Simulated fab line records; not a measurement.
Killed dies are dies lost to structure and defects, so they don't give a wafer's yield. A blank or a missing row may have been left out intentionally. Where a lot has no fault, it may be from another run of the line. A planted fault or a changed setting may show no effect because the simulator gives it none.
2 desks, one fault	flow gf180mcu	every desk sees just its own numbers, and what lay behind them comes last

AT THE METROLOGY DESK
Means of the sampled wafers that have a number, per lot and without regard to the tool the lot ran on: this is what the gauges read. A lot is out of limits, marked OUT, if its mean lies more than 4 standard deviations from the usual mean; the brackets give that distance.
Columns: A = V1_BOW at GF_V1_BOW_MEAS_05, usual 83 um; B = cd_nm at GF_M2_CD_MEAS_14, usual 279.4 nm
lot	first seen here	A	B
L195	day 16 19:32	88	279.3
L196	day 17 06:08	85	277.8
L197	day 17 19:05	82	277.5
L198	day 18 01:38	83	279.2
L200	day 19 04:43	77	278.1
L205	day 20 18:10	79	279.5
L210	day 22 18:29	85	277.8
L211	day 22 22:29	92	281.0
L213	day 24 00:19	88	279.8
L214	day 24 05:56	83	279.9
L215	day 24 06:09	88	282.0
L218	day 25 10:10	84	279.3
This desk's finding: nothing out of limits on any of the 12 lots.

THE TOOL OWNER'S DESK: wet_bench-01
The tool's own readings at GF_STI_WET_ETCH_28 (etches SiO2 in dHF, target depth 20 nm, time 40 s): means of the sampled wafers that have a number, for each lot that ran on this tool. A lot is out of limits, marked OUT, if its mean lies more than 4 standard deviations from the usual mean; the brackets give that distance.
Columns: A = run_length_s at GF_STI_WET_ETCH_28, usual 67.6 s
lot	first seen here	A
L205	day 4 07:58	76.7
L210	day 5 10:04	76.3
This desk's finding: nothing out of limits on any of the 2 lots.

TAKEN TOGETHER
Metrology desk: nothing out of limits seen.
The tool owner's desk saw nothing out of limits.

WHAT HAD BEEN PUT IN BY THE SIMULATOR
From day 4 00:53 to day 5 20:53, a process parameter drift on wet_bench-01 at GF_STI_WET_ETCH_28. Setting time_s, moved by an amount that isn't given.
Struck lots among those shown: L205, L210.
